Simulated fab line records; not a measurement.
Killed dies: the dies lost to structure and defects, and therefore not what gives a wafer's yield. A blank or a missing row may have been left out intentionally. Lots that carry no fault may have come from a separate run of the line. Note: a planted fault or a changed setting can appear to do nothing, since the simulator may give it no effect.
fab line records	flow sky130
[record] lots = 6	wafers = 18	last_day = 50
route steps=708 shown METAL3@556 PAD_OPEN@708
lots that met no fault: taken from a fault-free run of the same line
start_h: the number of hours between the record's first day and the start of the first shown wafer of the lot	wait_h: hours from the lot's prior step to this one	" unchanged from the row above	L1.1+2: a single row standing in for several wafers	- no value, or no start was given	* or withheld: withheld	< > ~ a bound
route shown NAME@n: names a module that has steps shown in the file, with the first one's number in the route	usual: mean/standard deviation of fault-free wafers	same: alike in all rows	chamber/n: place in a boat	sites: the reading at each site	_std_site: their standard deviation	_edge_site: outer sites' mean less inner sites'	radius_mm: how far each site lies from the wafer's centre	mask NAME#n: copy n	behind: the most recent tool/chamber to have shaped the wafer	hold: why the lot was held/for how many hours/how that ended	device: transistor that didn't switch, given as n, p or np	end of line: tests of these same wafers at the route's end	a step with no rows: only its recipe	killed: not the wafer's yield, but the dies lost to structure and defects at the first sort	map: a wafer's dies, x killed, . not, _ none there
set.NAME: the run value of the setting; set.NAME@STEP: its run value at that earlier step	model.NAME: the simulator's own value behind a step, which no gauge read
lots seen at some steps along the route; tables by step, rows by wafer
services: when a tool's chamber went out of use (start_h, in hours from the record's first day, below 0 if earlier), for how many hours, and the reason
[[steps]]
[step SKY_METAL3_HMDS_06]
[recipe] prime_time_s = 60	prime_temp_c = 120
[step SKY_METAL3_COAT_07]
[recipe] resist = BARC	temp_c = withheld	time_s = withheld	spin_rpm = 3000	resist_thk_nm = 60
[step SKY_METAL3_COAT_08]
[recipe] resist = KrF-thick	spin_rpm = 3000	resist_thk_nm = 1140
[step SKY_METAL3_SOFTBAKE_09]
[recipe] temp_c = 100	time_s = 90	resist = KrF-thick
[step SKY_METAL3_EXPOSE_10]
[recipe] mask_id = MM3	na = 0.68	source_shape = annular	sigma_inner = 0.4	sigma_outer = 0.8	target_cd_nm = 300	dose_mj = 28
[step SKY_METAL3_PEB_11]
[recipe] peb_temp_c = withheld	peb_time_s = withheld	resist = KrF-thick
[step SKY_METAL3_DEVELOP_12]
[recipe] develop_time_s = 60	resist = KrF-thick	dev_temp_c = 21
[step SKY_METAL3_CD_MEAS_13]
[recipe] target_cd_nm = 300
[usual] cd_nm = 300.6/1.4
lot.wafer	tool	chamber	start_h	wait_h	cd_nm
L509.1	cd_sem-01	-	925.49	-	302.6
L509.2	"	-	"	"	301.8
L509.4	"	-	"	"	302.4
L516.2	cd_sem-01	-	972.51	-	300.7
L516.3	"	-	"	"	300.6
L516.5	"	-	"	"	301.2
L523.2	cd_sem-01	-	1027.43	-	299.3
L523.3	"	-	"	"	299.3
L523.5	"	-	"	"	300.1
L525.2	cd_sem-01	-	1033.13	-	298.7
L525.3	"	-	"	"	302.5
L525.5	"	-	"	"	301.3
L527.1	cd_sem-02	-	1045.96	-	300.7
L527.4	"	-	"	"	300.1
L527.5	"	-	"	"	300.8
L528.1	cd_sem-01	-	1054.46	-	298.6
L528.5	"	-	"	"	298.6
L528.6	"	-	"	"	298.4
[step SKY_METAL3_OVL_MEAS_14]
[usual] METAL3_OVL = 2/5.8
lot.wafer	tool	chamber	start_h	wait_h	METAL3_OVL[nm]
L509.1	overlay-02	-	925.61	0.1	-3
L509.2	"	-	"	"	7
L509.4	"	-	"	"	2
L516.2	overlay-02	-	972.61	0.1	-2
L516.3	"	-	"	"	-7
L516.5	"	-	"	"	-7
L523.2	overlay-01	-	1027.53	0.1	3
L523.3	"	-	"	"	5
L523.5	"	-	"	"	4
L525.2	overlay-02	-	1033.24	0.1	1
L525.3	"	-	"	"	4
L525.5	"	-	"	"	-1
L527.1	overlay-02	-	1046.08	0.1	-2
L527.4	"	-	"	"	-2
L527.5	"	-	"	"	1
L528.1	overlay-02	-	1054.58	0.1	3
L528.5	"	-	"	"	1
L528.6	"	-	"	"	4
[step SKY_METAL3_DESCUM_15]
[recipe] chemistry = O2	source_power_w = 150	bias_power_w = 0	pressure_mtorr = 10	temp_c = 40	time_s = 8
[usual] drypump_motor_current_A = 5.4/0.37	oes_product_au = 1.002/0.0075
lot.wafer	tool	chamber	start_h	wait_h	drypump_motor_current_A	oes_product_au	rf_hours_counter_h
L509.1	rie_metal-03	1	925.64	0.0	5.0	1.006	14
L509.2	"	0	"	"	5.1	1.009	4
L509.4	"	0	"	"	5.1	1.003	-
L516.2	rie_metal-03	0	972.64	0.0	5.1	1.000	6
L516.3	"	0	"	"	5.1	1.008	-
L516.5	"	1	"	"	5.0	1.002	-
L523.2	rie_metal-03	1	1027.56	0.0	5.0	1.006	18
L523.3	"	0	"	"	5.1	1.015	-
L523.5	"	0	"	"	5.1	1.012	-
L525.2	rie_metal-01	1	1033.27	0.0	5.2	0.998	2
L525.3	"	0	"	"	5.7	1.006	-
L525.5	"	1	"	"	5.1	0.998	-
L527.1	rie_metal-03	1	1046.11	0.0	5.0	1.012	20
L527.4	"	0	"	"	5.1	1.003	-
L527.5	"	1	"	"	5.0	1.012	-
L528.1	rie_metal-03	0	1054.61	0.0	5.1	1.006	10
L528.5	"	1	"	"	4.9	1.006	-
L528.6	"	0	"	"	5.1	1.010	-
[step SKY_METAL3_ETCH_16]
[recipe] chemistry = N2/H2	target = BARC	ion_energy_ev = 200	bias_w = 100	pressure_mtorr = 30	n2_flow_sccm = 100	h2_flow_sccm = 200	icp_w = 500	stop_on = SiO2	time_s = 88.2	target_depth_a = 600
[usual] drypump_motor_current_A = 5.4/0.38	oes_product_au = 0.626/0.0046	throttle_valve_pct = 13.205/0.0098
lot.wafer	tool	chamber	start_h	wait_h	drypump_motor_current_A	oes_product_au	rf_hours_counter_h	throttle_valve_pct
L509.1	rie_metal-03	1	925.68	0.0	5.0	0.628	14	13.208
L509.2	"	0	"	"	5.1	0.625	4	13.197
L509.4	"	0	"	"	5.1	0.625	-	13.220
L516.2	rie_metal-03	0	972.69	0.0	5.1	0.627	6	13.204
L516.3	"	0	"	"	5.1	0.628	-	13.206
L516.5	"	1	"	"	5.0	0.633	-	13.208
L523.2	rie_metal-03	1	1027.59	0.0	5.0	0.626	18	13.191
L523.3	"	0	"	"	5.1	0.614	-	13.209
L523.5	"	0	"	"	5.1	0.624	-	13.181
L525.2	rie_metal-01	1	1033.30	0.0	5.2	0.617	2	13.204
L525.3	"	0	"	"	5.7	0.631	-	13.223
L525.5	"	1	"	"	5.2	0.621	-	13.202
L527.1	rie_metal-03	1	1046.14	0.0	5.0	0.625	20	13.187
L527.4	"	0	"	"	5.1	0.625	-	13.205
L527.5	"	1	"	"	5.0	0.628	-	13.201
L528.1	rie_metal-03	0	1054.64	0.0	5.1	0.630	10	13.203
L528.5	"	1	"	"	5.0	0.627	-	13.198
L528.6	"	0	"	"	5.1	0.631	-	13.202
[step SKY_METAL3_ETCH_17]
[recipe] target = SiO2	stop_on = TiN	chemistry = C4F8/O2/Ar	source_w = 1500	bias_w = 1200	pressure_mtorr = 40	c4f8_flow_sccm = withheld	O2_flow_sccm = 6	Ar_flow_sccm = 300	time_s = 3.9	target_depth_a = 150
[usual] oes_product_au = 0.756/0.007
lot.wafer	tool	chamber	start_h	wait_h	oes_product_au	rf_hours_counter_h
L509.1	rie_diel-02	1	925.77	0.1	0.737	19
L509.2	"	2	"	"	0.754	8
L509.4	"	3	"	"	0.753	7
L516.2	rie_diel-01	0	972.79	0.1	0.768	13
L516.3	"	2	"	"	0.760	17
L516.5	"	0	"	"	0.763	-
L523.2	rie_diel-01	1	1027.69	0.1	0.760	12
L523.3	"	0	"	"	0.760	15
L523.5	"	2	"	"	0.769	-
L525.2	rie_diel-03	2	1033.40	0.1	0.759	16
L525.3	"	0	"	"	0.747	4
L525.5	"	2	"	"	0.752	-
L527.1	rie_diel-02	1	1046.24	0.1	0.754	23
L527.4	"	0	"	"	0.764	22
L527.5	"	3	"	"	0.750	-
L528.1	rie_diel-02	2	1054.74	0.1	0.748	12
L528.5	"	3	"	"	0.750	-
L528.6	"	2	"	"	0.756	-
[step SKY_METAL3_METAL_ETCH_18]
[recipe] target_depth_a = 8450	stop_on = SiO2	over_etch_frac = 0.3	time_s = 183.1	chemistry = Cl2/BCl3	resist_sidewall_deg = 88	pressure_mtorr = 10	icp_w = 900	bias_w = 48.5	Cl2_flow_sccm = 60	bcl3_flow_sccm = 30
[usual] drypump_motor_current_A = 5.6/0.38	oes_product_au = 0.867/0.0062	throttle_valve_pct = 22.263/0.0092
lot.wafer	tool	chamber	start_h	wait_h	drypump_motor_current_A	oes_product_au	rf_hours_counter_h	throttle_valve_pct	model.KrF-thick_of_METAL3_COAT_08.thk_nm	model.etch.depth_nm	model.METAL3.feature_depth_nm
L509.1	rie_metal-02	1	925.79	0.0	6.0	0.858	10	22.250	519.6	872.8	872.8
L509.2	"	0	"	"	5.7	0.868	16	22.269	530	871.1	871.1
L509.4	"	1	"	"	6.0	0.866	-	22.259	519.2	866.4	866.4
L516.2	rie_metal-02	0	972.80	0.0	5.7	0.868	20	22.258	543.3	860.8	860.8
L516.3	"	1	"	"	6.0	0.865	-	22.258	530.7	863.2	863.2
L516.5	"	1	"	"	6.0	0.864	-	22.259	524	862.3	862.3
L523.2	rie_metal-02	1	1027.71	0.0	6.0	0.858	16	22.284	649.2	855.1	855.1
L523.3	"	1	"	"	6.0	0.857	-	22.254	648.3	852.6	852.6
L523.5	"	0	"	"	5.8	0.869	-	22.267	524.9	875.7	875.7
L525.2	rie_metal-02	0	1033.41	0.0	5.7	0.872	23	22.275	537.1	874.2	874.2
L525.3	"	0	"	"	5.7	0.868	-	22.272	541.6	866.8	866.8
L525.5	"	1	"	"	6.0	0.849	-	22.262	658.9	838.8	838.8
L527.1	rie_metal-01	1	1046.26	0.0	5.2	0.860	4	22.251	531.4	852.5	852.5
L527.4	"	1	"	"	5.1	0.865	-	22.260	536.9	858.2	858.2
L527.5	"	1	"	"	5.1	0.860	-	22.263	535.1	856.1	856.1
L528.1	rie_metal-01	1	1054.76	0.0	5.1	0.861	4	22.275	532.7	855.7	855.7
L528.5	"	1	"	"	5.1	0.862	-	22.263	530.8	859	859
L528.6	"	0	"	"	5.7	0.869	-	22.260	522.5	862.7	862.7
[step SKY_METAL3_STRIP_19]
[recipe] chemistry = O2/N2	power_w = 1400	pressure_mtorr = 1500	platen_temp_c = withheld	o2_flow_sccm = 3000	n2_flow_sccm = 300	overash_fraction = 0.5
[usual] drypump_motor_current_A = 5.9/0.37	oes_product_au = 0.503/0.0056	strip_time_to_endpoint_s = 6.53/0.078
lot.wafer	tool	chamber	start_h	wait_h	drypump_motor_current_A	oes_product_au	rf_hours_counter_h	strip_time_to_endpoint_s
L509.1	plasma_asher-04	1	925.97	0.1	5.9	0.492	16	6.47
L509.2	"	0	"	"	5.8	0.502	16	6.56
L509.4	"	0	"	"	5.8	0.495	-	6.48
L516.2	plasma_asher-04	0	972.98	0.1	5.7	0.513	21	6.69
L516.3	"	1	"	"	5.9	0.503	-	6.57
L516.5	"	0	"	"	5.8	0.505	-	6.50
L523.2	plasma_asher-03	1	1027.89	0.1	5.9	0.558	58	7.75
L523.3	"	1	"	"	6.0	0.544	-	7.72
L523.5	"	0	"	"	5.8	0.504	-	6.50
L525.2	plasma_asher-02	1	1033.59	0.1	5.5	0.509	87	6.64
L525.3	"	0	"	"	6.6	0.513	-	6.68
L525.5	"	0	"	"	6.6	0.552	-	7.84
L527.1	plasma_asher-04	0	1046.62	0.3	5.8	0.499	28	6.58
L527.4	"	1	"	"	5.9	0.510	-	6.62
L527.5	"	0	"	"	5.8	0.503	-	6.62
L528.1	plasma_asher-04	1	1054.94	0.1	5.9	0.504	29	6.59
L528.5	"	0	"	"	5.8	0.503	-	6.58
L528.6	"	1	"	"	5.9	0.493	-	6.48
[step SKY_METAL3_STRIP_20]
[recipe] chemistry = post_etch_residue_remover	time_s = 1200	temp_c = 72.5
[step SKY_PAD_OPEN_PROBE_99]
[usual] defect_limited_yield = 81.9/1.9	killed_at_M0_to_M3 = 45/7.3	killed_at_M4_up = 3.2/1.8	killed_at_contacts = 25/5.5	killed_at_front_end = 15/4.2	killed_at_other = 0.3/0.69	killed_dies = 89/9.4	killed_on_rim = 17/3.8	killed_open = 49/6.6	killed_short = 40/6.4	sort_bin_3_pad_short = 0.9/0.43	sort_bin_5_function = 10.7/1.5	sort_bin_6_memory = 6.5/1.2	sort_n_pass = 403/9.4	sort_yield_pct = 81.9/1.9
[same] gross_dies = 492	killed_at_back_side = 0	sort_bin_4_leakage[%] = 0	sort_bin_8_speed[%] = 0
lot.wafer	tool	chamber	start_h	wait_h	defect_limited_yield[%]	killed_at_M0_to_M3	killed_at_M4_up	killed_at_contacts	killed_at_front_end	killed_at_other	killed_dies	killed_on_rim	killed_open	killed_short	sort_bin_3_pad_short[%]	sort_bin_5_function[%]	sort_bin_6_memory[%]	sort_n_pass	sort_yield_pct[%]
L509.1	prober-01	-	1094.71	0.1	85.8	38	3	12	17	0	70	17	38	32	1.0	8.1	5.1	422	85.8
L509.2	prober-01	-	1094.76	0.1	82.1	44	5	27	12	0	88	18	40	44	0.6	10.0	7.3	404	82.1
L509.4	prober-01	-	1094.86	0.2	85.2	35	1	22	14	1	73	11	43	30	0.4	10.0	4.5	419	85.2
L516.2	prober-02	-	1132.62	0.1	83.3	39	7	17	17	2	82	16	38	43	0.4	8.7	7.5	410	83.3
L516.3	prober-02	-	1132.67	0.2	83.7	36	4	28	11	1	80	11	46	33	0.6	8.3	7.3	412	83.7
L516.5	prober-02	-	1132.77	0.2	81.5	43	4	33	11	0	91	26	42	49	1.0	9.3	8.1	401	81.5
L523.2	prober-01	-	1177.21	0.1	24.0	322	2	21	29	0	374	55	52	48	1.0	67.7	7.3	118	24.0
L523.3	prober-01	-	1177.26	0.2	14.2	384	1	24	12	1	422	68	42	42	0.8	79.1	5.9	70	14.2
L523.5	prober-01	-	1177.36	0.2	82.1	49	6	15	18	0	88	22	44	44	1.0	10.8	6.1	404	82.1
L525.2	prober-01	-	1181.86	0.1	85.8	38	1	22	9	0	70	9	39	30	0.4	7.9	5.9	422	85.8
L525.3	prober-01	-	1181.91	0.2	80.9	41	3	33	17	0	94	21	51	42	1.2	10.0	7.9	398	80.9
L525.5	prober-01	-	1182.01	0.2	13.2	374	3	32	18	0	427	61	58	38	0.6	79.3	6.9	65	13.2
L527.1	prober-01	-	1189.58	0.1	79.7	42	5	38	15	0	100	18	43	57	1.2	12.4	6.7	392	79.7
L527.4	prober-01	-	1189.73	0.2	81.9	38	4	25	22	0	89	18	45	42	0.8	10.6	6.7	403	81.9
L527.5	prober-01	-	1189.78	0.2	78.0	50	5	35	18	0	108	14	53	53	1.4	11.8	8.7	384	78.0
L528.1	prober-02	-	1196.82	0.1	79.5	41	5	26	29	0	101	18	58	43	0.8	11.4	8.3	391	79.5
L528.5	prober-02	-	1197.02	0.2	83.1	39	4	23	15	2	83	16	49	34	0.4	11.2	5.3	409	83.1
L528.6	prober-02	-	1197.07	0.2	82.1	52	1	22	13	0	88	17	50	38	1.2	9.8	6.9	404	82.1
// killed by level:class
L509.1 VIA2:geometric_particle:open=8 VIA3:geometric_particle:open=8 FIELD_ISO:geometric_particle:short=5 FIELD_ISO:geometric_particle:open=5 METAL2:geometric_particle:short=5 LI_CONTACT:geometric_particle:open=4 METAL1:geometric_particle:short=4 VIA1:geometric_particle:open=3
L509.2 VIA1:geometric_particle:open=9 CONTACT:geometric_particle:open=8 LI_CONTACT:geometric_particle:open=7 VIA1:geometric_particle:short=6 VIA3:geometric_particle:open=6 VIA2:geometric_particle:short=6 METAL1:geometric_particle:short=5 LOCAL_INTERCONNECT:geometric_particle:short=5
L509.4 CONTACT:geometric_particle:open=11 VIA3:geometric_particle:open=8 VIA1:geometric_particle:open=7 FIELD_ISO:geometric_particle:short=6 VIA2:geometric_particle:open=6 VIA1:geometric_particle:short=4 LI_CONTACT:geometric_particle:open=4 METAL1:geometric_particle:short=4
L516.2 METAL2:geometric_particle:short=9 VIA1:geometric_particle:open=8 CONTACT:geometric_particle:open=6 METAL4:geometric_particle:short=6 FIELD_ISO:geometric_particle:short=5 LI_CONTACT:geometric_particle:open=5 VIA2:geometric_particle:open=5 FIELD_ISO:geometric_particle:open=4
L516.3 CONTACT:geometric_particle:open=12 VIA1:geometric_particle:open=10 LI_CONTACT:geometric_particle:open=7 VIA1:geometric_particle:short=5 METAL2:geometric_particle:short=5 POLY_GATE:geometric_particle:short=4 LOCAL_INTERCONNECT:geometric_particle:short=4 VIA2:geometric_particle:open=4
L516.5 VIA1:geometric_particle:open=10 POLY_GATE:geometric_particle:short=8 CONTACT:geometric_particle:open=8 CONTACT:geometric_particle:short=8 LOCAL_INTERCONNECT:geometric_particle:short=7 VIA2:geometric_particle:open=7 LI_CONTACT:geometric_particle:open=5 VIA1:geometric_particle:short=5
L523.2 METAL3:area_etch=274 FIELD_ISO:geometric_particle:short=9 CONTACT:geometric_particle:open=9 VIA1:geometric_particle:open=8 VIA1:geometric_particle:short=7 POLY_GATE:geometric_particle:open=6 METAL1:geometric_particle:short=6 VIA3:geometric_particle:open=6
L523.3 METAL3:area_etch=338 METAL1:geometric_particle:short=10 CONTACT:geometric_particle:open=9 VIA1:geometric_particle:open=6 VIA3:geometric_particle:open=6 LI_CONTACT:geometric_particle:short=5 LI_CONTACT:geometric_particle:open=5 CONTACT:geometric_particle:short=5
L523.5 VIA3:geometric_particle:short=7 VIA3:geometric_particle:open=7 FIELD_ISO:geometric_particle:short=6 VIA1:geometric_particle:open=6 VIA1:geometric_particle:short=6 VIA2:geometric_particle:open=6 LI_CONTACT:geometric_particle:open=5 CONTACT:geometric_particle:open=5
L525.2 CONTACT:geometric_particle:open=10 VIA3:geometric_particle:open=7 VIA1:geometric_particle:open=6 VIA2:geometric_particle:open=6 LI_CONTACT:geometric_particle:open=4 CONTACT:geometric_particle:short=4 METAL2:geometric_particle:short=4 VIA3:geometric_particle:short=4
L525.3 CONTACT:geometric_particle:open=16 VIA2:geometric_particle:open=9 VIA1:geometric_particle:open=8 LOCAL_INTERCONNECT:geometric_particle:short=7 FIELD_ISO:geometric_particle:open=6 CONTACT:geometric_particle:short=6 METAL1:geometric_particle:short=5 FIELD_ISO:geometric_particle:short=4
L525.5 METAL3:area_etch=330 LI_CONTACT:geometric_particle:open=12 CONTACT:geometric_particle:open=11 VIA1:geometric_particle:open=8 METAL1:geometric_particle:short=7 VIA2:geometric_particle:open=7 POLY_GATE:geometric_particle:open=5 VIA1:geometric_particle:short=5
L527.1 LI_CONTACT:geometric_particle:open=11 CONTACT:geometric_particle:open=11 FIELD_ISO:geometric_particle:short=6 LI_CONTACT:geometric_particle:short=6 METAL2:geometric_particle:short=6 VIA3:geometric_particle:short=6 VIA2:geometric_particle:short=5 LOCAL_INTERCONNECT:geometric_particle:short=5
L527.4 CONTACT:geometric_particle:open=9 LI_CONTACT:geometric_particle:open=7 FIELD_ISO:geometric_particle:open=6 VIA1:geometric_particle:open=6 METAL2:geometric_particle:short=6 CONTACT:geometric_particle:short=5 VIA2:geometric_particle:open=5 FIELD_ISO:geometric_particle:short=4
L527.5 VIA1:geometric_particle:open=9 CONTACT:geometric_particle:open=9 VIA3:geometric_particle:open=9 LI_CONTACT:geometric_particle:short=8 CONTACT:geometric_particle:short=8 METAL1:geometric_particle:short=8 METAL2:geometric_particle:short=7 VIA2:geometric_particle:open=7
L528.1 CONTACT:geometric_particle:open=12 VIA2:geometric_particle:open=9 VIA1:geometric_particle:open=8 VIA3:geometric_particle:open=8 FIELD_ISO:geometric_particle:short=7 FIELD_ISO:geometric_particle:open=6 METAL2:geometric_particle:short=6 POLY_GATE:geometric_particle:open=5
L528.5 CONTACT:geometric_particle:open=8 VIA3:geometric_particle:open=8 VIA1:geometric_particle:open=7 VIA2:geometric_particle:open=7 LI_CONTACT:geometric_particle:open=6 METAL2:geometric_particle:short=6 POLY_GATE:geometric_particle:short=4 LOCAL_INTERCONNECT:geometric_particle:short=4
L528.6 VIA1:geometric_particle:open=13 CONTACT:geometric_particle:open=12 VIA2:geometric_particle:open=7 VIA3:geometric_particle:open=6 VIA3:geometric_particle:short=5 VIA1:geometric_particle:short=5 METAL1:geometric_particle:short=5 FIELD_ISO:geometric_particle:short=4
// map L523.3 (x killed, . not)
__________x..x..xxx._________
________xxx.xxxx...x.._______
______x.xxx..xx.....x..x_____
_____xxxxx.xxx.xxx..x.xxx____
____xx.x.xxxxxxx...xx..xxx___
___xxxxxxxxxxxxxxx.x.xxxxxx__
__x..xxxx.xxxxxxxxxxxxxxxxxx_
_.xxx.xxxxxxxxxxxxxxxxxxxxxxx
_xxxxxxxxxxxxxxxxxxxxxxxxxxxx
_.xxxxxxxxxxxxxxxxxxxxxxxxxxx
_x.xxxxxxxxxxxxxxxxxxxxxxxxxx
_.xxxxxxxxxxxxxxxxxxxxxxxxxxx
_xx.xxxxxxxxxxxxxxxxxxxxxxxxx
_...xx.xxxxxxxxxxxxxxxxxxxxx.
_.x.xxxxx..x.xxxxxxxx.xxxxxxx
__xxxxxxxxx.xxxxxxxxxxxx.xxx_
___xxxxxxxxxxxxxxxxxxxxxxxx__
____.xxxxxxxxxxxxxxx.x.x..___
_____xxxxxxxxxxxxxxxxxx..____
______.xxxxxxxxxxxxxxxx._____
________xx.xxxxxxxx..x_______
__________xxxxxxxx.x_________
// map L525.5 (x killed, . not)
__________.x.xxxxxx._________
________xxx.xxxxxxx..._______
______xx.xx.xxxxxxxxx.xx_____
_____xxxxxxxxx..xxxxxxxxx____
____.xx.xxxxxxxxxxxxx.xxxx___
___....xxxxxxxxxxxxxxxxxxxx__
__.x...xxxxxxxxxxxxxxxxxxxxx_
_.....xxxxxxxxxxxxxxxxxxxxxxx
_..x..xxxxxxxxxxxxxxxxxxxxxxx
_...xxxxxxxxxxxxxxxxxxxxxxxxx
_xxxxxxxxxxxxxxxxxxxxxxxxxxxx
_..xxxxxxxxxxxxxxxxxxxxxxxxx.
_xxxxxxxxxxxxxxxxxxxxxxxxxxxx
_xxxxxxxxxxxxxxxxxxxxxxxxxxxx
_x.xxxxxxxxxxxxxxxxxxxxxxxxx.
__.x.xxxxxxxxxxxxxxxxxxxxx.x_
___x..xxxxxxxxxxxxxxxxxx.xx__
____.xx..xxxxxxxxxxxx..x.x___
_____xx.xxxxxxxxxxxx.x.x.____
______xx.xxxxxxxxxxxxx.x_____
________x.xxxxxxxxx.x._______
__________..xxxxxx.._________
[[services]]
tool	chamber	start_h	hours	kind
rie_diel-03	0	904.87	-	clean
rie_diel-03	0	904.87	18.0	scheduled_down
rie_diel-03	0	904.87	18.0	vent_cycle
rie_diel-03	1	908.29	35.7	repair
rie_diel-02	-	916.76	1.3	repair
rie_metal-02	-	918.99	2.8	pm
plasma_asher-03	-	919.08	3.2	repair
rie_metal-03	1	938.62	5.7	repair
rie_diel-02	1	952.13	5.0	repair
rie_metal-01	1	972.12	-	clean
rie_metal-01	1	972.12	18.3	scheduled_down
rie_metal-01	1	972.12	18.3	vent_cycle
rie_metal-03	-	986.30	15.6	pm
rie_diel-03	-	987.52	1.2	repair
rie_diel-03	3	998.03	4.1	repair
plasma_asher-04	-	1004.67	1.3	repair
plasma_asher-03	-	1009.32	9.9	repair
rie_diel-03	3	1019.95	14.9	repair
plasma_asher-03	-	1021.09	0.5	repair
rie_diel-02	1	1022.30	3.3	repair
rie_metal-01	-	1027.03	0.1	repair
rie_metal-01	0	1041.03	5.6	repair
rie_diel-02	1	1048.64	1.6	repair
plasma_asher-02	-	1054.45	13.4	repair
[[key]]
[first_sign] step = SKY_METAL3_STRIP_19	reading = strip_time_to_endpoint_s	direction = up	sigmas = 16	usual = *	struck = *
[effect] step = SKY_METAL3_STRIP_19	reading = oes_product_au	direction = up	sigmas = 8.7	usual = 0.503	struck = 0.552
[effect] step = SKY_PAD_OPEN_PROBE_99	reading = sort_bin_5_function	direction = up	sigmas = 43	usual = 10.7	struck = 75.3
[model_effect] step = SKY_METAL3_METAL_ETCH_18	value = KrF-thick_of_METAL3_COAT_08.thk_nm	without = 517.3	struck = 652.2
[more_kills_born_at] SKY_METAL3_METAL_ETCH_18@rie_metal-02 = 942
met_at SKY_METAL3_METAL_ETCH_18
struck_wafers L523.2,L523.3,L525.5
later_rows_left_out L523.2,L523.3,L525.5
onset_between 972.80 1027.71
[fault] kind = process_parameter_drift	tool = rie_metal-02	chamber = 1	onset_h = 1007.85	steps = SKY_METAL3_METAL_ETCH_18	channel = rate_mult	offset = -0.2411	shape = step	end_h = 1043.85
// later_rows_left_out: the simulator's readings of these wafers behind a module that went badly wrong aren't trusted and aren't shown, but for the sort
